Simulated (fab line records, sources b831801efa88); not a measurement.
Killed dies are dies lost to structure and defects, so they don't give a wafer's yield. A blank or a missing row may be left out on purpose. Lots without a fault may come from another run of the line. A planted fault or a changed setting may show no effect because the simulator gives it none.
A struck lot beside a sound one | flow sky130 | 15 steps out of a route of 708
Sound: wafers L697.1, L697.4, L697.6. Struck: wafers L688.1, L688.3, L688.5. The cause comes at the end.
At each step with rows: each side's tool, then ch and its chambers, then its first start. Under that, the readings that differ: sound wafers | struck wafers | difference of the means | sigmas: that difference in standard deviations of wafers without a fault.
alike: readings whose means differ by less than 2 such deviations, and words and numbers that are the same on both sides. not compared: withheld readings, readings that some wafer has no value for, bounds like >300 that may hide the same value, and numbers for which the record gives no deviation and whose values overlap.
The two part at a step that has a row with sigmas, a row that says differs or no value, or rows on one side only. Numbers that don't overlap but have no deviation are shown without sigmas and don't part them. A reading that every wafer of one side lacks parts them only if that side has two wafers or more.

first, 4 steps without rows for these wafers: SKY_VIA3_SOFTBAKE_08 (time 90 s); SKY_VIA3_EXPOSE_09 (exposes mask VIM3, target cd 200 nm); SKY_VIA3_PEB_10; SKY_VIA3_DEVELOP_11 (develop time 60 s).
SKY_VIA3_CD_MEAS_12: target cd 200 nm.
  sound on cd_sem-01, day 46 00:53; struck on cd_sem-02, day 43 12:29
  reading    | sound             | struck            | difference | sigmas
  cd_nm (nm) | 202.0 201.5 200.7 | 197.1 198.0 198.3 | -3.6       | -2
SKY_VIA3_OVL_MEAS_13:
  sound on overlay-01, day 46 01:01; struck on overlay-01, day 43 12:36
  alike: VIA3_OVL
SKY_VIA3_ETCH_14: etches BARC in N2/H2, stops on SiO2, time 45.9 s, target depth 60 nm.
  sound on rie_diel-03 ch 0,1,3, day 46 01:03; struck on rie_diel-02 ch 0,2,3, day 43 12:38
  alike: drypump_motor_current_A, oes_product_au, throttle_valve_pct
  not compared: rf_hours_counter_h
SKY_VIA3_ETCH_15: etches SiO2 in C4F8/O2/Ar, stops on TiN, target depth 507 nm, time 78 s.
  sound on rie_diel-03 ch 0,1,3, day 46 01:05; struck on rie_diel-02 ch 0,2,3, day 43 12:41
  alike: oes_product_au
  not compared: rf_hours_counter_h
SKY_VIA3_STRIP_16: strips in O2/N2.
  sound on plasma_asher-04 ch 0,1, day 46 01:09; struck on plasma_asher-01 ch 0,1, day 43 12:44
  alike: drypump_motor_current_A, oes_product_au, strip_time_to_endpoint_s
  not compared: rf_hours_counter_h
then, 3 steps without rows for these wafers: SKY_VIA3_STRIP_17 (strips in post etch residue remover, time 1200 s); SKY_VIA3_CLEAN_18 (cleans in IPA, time 180 s); SKY_VIA3_CLEAN_19 (cleans in O3/DIW).
SKY_VIA3_SPUTTER_20: material TiN, target thk 20 nm, time 80 s.
  sound on pvd_sputter-03, day 46 01:44; struck on pvd_sputter-04, day 43 13:20
  reading                                  | sound                | struck               | difference | sigmas
  cathode_dc_power_W (W)                   | 3999.9 3999.4 4000.0 | 3589.2 3590.1 3589.4 | -410.2     | -99 or more
  model.TiN_of_VIA3_SPUTTER_20.thk_nm (nm) | 19.78 19.99 19.99    | 17.59 17.9 17.9      | -2.12      |
  alike: throttle_valve_pct
SKY_VIA3_CVD_21: deposits W, target thk 390 nm, time 117.31 s.
  sound on cvd_w-02 ch 0, day 46 01:48; struck on cvd_w-01 ch 0,1, day 43 13:24
  alike: heater_power_w
-- the record jumps here: 5 days lie between the struck wafers' starts before and after (it left off in module VIA3 and takes up again in module PAD_OPEN, whose first step shown is number 708 of the route) --
SKY_PAD_OPEN_PROBE_99:
  sound on prober-02, day 50 20:02; struck on prober-01, day 48 18:11
  alike: defect_limited_yield, killed_at_M0_to_M3, killed_at_M4_up, killed_at_contacts, killed_at_front_end, killed_at_other, killed_dies, killed_open, killed_short, sort_bin_3_pad_short, sort_bin_5_function, sort_bin_6_memory, sort_n_pass, sort_yield_pct

WHERE THEY PART
First at SKY_VIA3_CD_MEAS_12; last, within this record, at SKY_VIA3_SPUTTER_20. Later steps at which nothing parts them and some readings are alike: SKY_VIA3_CVD_21, SKY_PAD_OPEN_PROBE_99.

WHY: what the simulator had put in
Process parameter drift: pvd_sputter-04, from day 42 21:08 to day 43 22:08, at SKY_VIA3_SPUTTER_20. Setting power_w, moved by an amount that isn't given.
